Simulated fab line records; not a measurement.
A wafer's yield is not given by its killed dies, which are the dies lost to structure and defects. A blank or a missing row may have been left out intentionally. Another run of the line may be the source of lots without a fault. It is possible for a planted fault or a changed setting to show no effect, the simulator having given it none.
Split-lot study + flow sfq line + 5 lots, 23 wafers read, on a route of 325 steps

== ABOUT THE SPLIT ==
At SFQ_TRILAYER_M4_LITHO_COAT_093 (resist thk 600 nm), the setting resist thk nm was moved away from the recipe's 600 nm on 10 of the 23 wafers read, by -2.2% to +5.7%. The other wafers ran this setting at the recipe's value.

The reading is taken at the split's own step.

== THE READING ==
KrF_of_TRILAYER_M4_LITHO_COAT_093.thk nm (the simulator's own value, which no gauge read), in nm, at SFQ_TRILAYER_M4_LITHO_COAT_093 (resist thk 600 nm). The file gives no usual value for it. Average 599.6 nm, standard deviation 1.5 nm, over the 13 wafers here run with the recipe.

| wafer  | tool, chamber at the split | resist thk nm as run, nm | against the recipe | KrF_of_TRILAYER_M4_LITHO_COAT_093.thk nm, nm | against lot-mates on the recipe |
|--------|----------------------------|--------------------------|--------------------|----------------------------------------------|---------------------------------|
| L075.1 | litho track-02, 0          | 600                      | recipe             | 601.4                                        | -                               |
| L075.2 | litho track-02, 0          | 600                      | recipe             | 601.8                                        | -                               |
| L075.3 | litho track-02, 0          | 634.4                    | +5.7%              | 636.3                                        | +34.7                           |
| L075.5 | litho track-02, 0          | 600                      | recipe             | 601.5                                        | -                               |
| L075.6 | litho track-02, 0          | 634.4                    | +5.7%              | 635.5                                        | +33.9                           |
| L077.1 | litho track-02, 0          | 600                      | recipe             | 598.2                                        | -                               |
| L077.3 | litho track-02, 0          | 600                      | recipe             | 599.9                                        | -                               |
| L077.4 | litho track-02, 0          | 600                      | recipe             | 600.6                                        | -                               |
| L077.5 | litho track-02, 0          | 616.7                    | +2.8%              | 617.2                                        | +17.6                           |
| L077.6 | litho track-02, 0          | 616.7                    | +2.8%              | 618.2                                        | +18.6                           |
| L078.1 | litho track-02, 0          | 600                      | recipe             | 596.6                                        | -                               |
| L078.5 | litho track-02, 0          | 600                      | recipe             | 598.8                                        | -                               |
| L078.6 | litho track-02, 0          | 600                      | recipe             | 597.8                                        | -                               |
| L079.2 | litho track-02, 0          | 628.8                    | +4.8%              | 628                                          | +28.4                           |
| L079.3 | litho track-02, 0          | 600                      | recipe             | 599.9                                        | -                               |
| L079.4 | litho track-02, 0          | 628.8                    | +4.8%              | 626.9                                        | +27.2                           |
| L079.5 | litho track-02, 0          | 628.8                    | +4.8%              | 626.5                                        | +26.9                           |
| L079.6 | litho track-02, 0          | 600                      | recipe             | 599.4                                        | -                               |
| L080.1 | litho track-03, 0          | 586.7                    | -2.2%              | 587.9                                        | -11.6                           |
| L080.2 | litho track-03, 0          | 600                      | recipe             | 599.3                                        | -                               |
| L080.3 | litho track-03, 0          | 600                      | recipe             | 599.7                                        | -                               |
| L080.4 | litho track-03, 0          | 586.7                    | -2.2%              | 588.8                                        | -10.7                           |
| L080.5 | litho track-03, 0          | 586.7                    | -2.2%              | 585.2                                        | -14.3                           |

FIT RESULTS
A straight line over all 23 wafers: KrF_of_TRILAYER_M4_LITHO_COAT_093.thk nm changes by +5.99 nm for each +1% of resist thk nm; r = +0.99; the points scatter about the line by 1.6 nm.
The same after taking each lot's own level away (the mean of its wafers on the recipe; 23 wafers): +5.85 nm for each +1%; r = +1.00; scatter 1.1 nm.
The reading moves by 34 nm for the largest change in resist thk nm, on that fit.
Measured against the standard deviation above, the lots' own levels, which go from 597.73 to 601.57 nm, span 2.6 times it.
So the lot-to-lot level changes the slope little: the two slopes agree.
Check: for one of the wafers moved furthest among these (+5.7%), held out of the fit, the line's prediction against its lot-mates is +33.5 nm. Against them it came out at +34.7 nm.

== THE OTHER SPLITS THESE WAFERS WENT THROUGH ==
These wafers also went through other splits before the reading. Each is held against what the fit with the lots' levels taken away leaves over:
| other split on the same wafers                   | wafers away from the commonest value | r with KrF_of_TRILAYER_M4_LITHO_COAT_093.thk nm (lot level and that fit taken away) |
|--------------------------------------------------|--------------------------------------|-------------------------------------------------------------------------------------|
| SFQ_TRILAYER_M3_LITHO_PEB_078 peb temp c         | 11                                   | -0.17                                                                               |
| SFQ_TRILAYER_M3_ETCH_METAL_ETCH_078 icp w        | 5                                    | -0.26                                                                               |
| SFQ_TRILAYER_I3_VIA_LITHO_COAT_085 resist thk nm | 7                                    | +0.21                                                                               |

== FILE'S OWN FIT ==
KrF_of_TRILAYER_M4_LITHO_COAT_093.thk nm changes by +5.93 nm for each +1% of resist thk nm, r = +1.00.
